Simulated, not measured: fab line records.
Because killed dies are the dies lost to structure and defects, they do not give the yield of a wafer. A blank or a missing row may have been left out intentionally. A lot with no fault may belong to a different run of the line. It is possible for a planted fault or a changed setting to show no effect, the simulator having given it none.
Chamber matching / flow gf180mcu / GF_V5_CMP_26 on cmp-02 has 4 sister chambers
The step polishes, stops on SiO2, t overpolish 15 s, target thk 0 nm. 4 wafers are shown with their chamber, then 7 later ones without.

## EACH WAFER AND ITS CHAMBER
wafer=L521.4; chamber=2; motor current A (A)=9.1
wafer=L525.3; chamber=3; motor current A (A)=9.3
wafer=L539.3; chamber=1; motor current A (A)=10.5
wafer=L539.4; chamber=0; motor current A (A)=13.8

## WAFERS WHOSE CHAMBER IS MISSING
wafer=L539.6; motor current A (A)=9.8
wafer=L540.1; motor current A (A)=8.9
wafer=L540.2; motor current A (A)=10.7
wafer=L540.4; motor current A (A)=10.2
wafer=L541.2; motor current A (A)=9.7
wafer=L541.5; motor current A (A)=10.0
wafer=L541.6; motor current A (A)=9.2

## WHICH CHAMBER EACH WENT THROUGH
wafer=L539.6; from the rows above=can't be placed: 3 or 1 or 2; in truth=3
wafer=L540.1; from the rows above=can't be placed: 2 or 3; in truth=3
wafer=L540.2; from the rows above=1; in truth=1
wafer=L540.4; from the rows above=can't be placed: 1 or 3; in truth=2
wafer=L541.2; from the rows above=can't be placed: 3 or 2 or 1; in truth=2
wafer=L541.5; from the rows above=can't be placed: 1 or 3 or 2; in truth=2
wafer=L541.6; from the rows above=can't be placed: 2 or 3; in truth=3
1 of 7 placed correctly. Not placeable from these rows: 6 (in 5, the candidates include the true chamber). Placed wrongly: 0.
How it was worked out, from the rows above alone: a wafer's distance from a chamber is the root of the sum, over the readings, of the square of ((its reading less the chamber's mean) divided by the reading's scatter). The wafer belongs to the nearest chamber; if the next one is less than 2 further off, it can't be placed. Each chamber's mean is taken over the wafers shown for it. The scatter (one wafer shown for each chamber): square how far every hidden wafer sits from the nearest shown wafer, average those squares and take the square root.
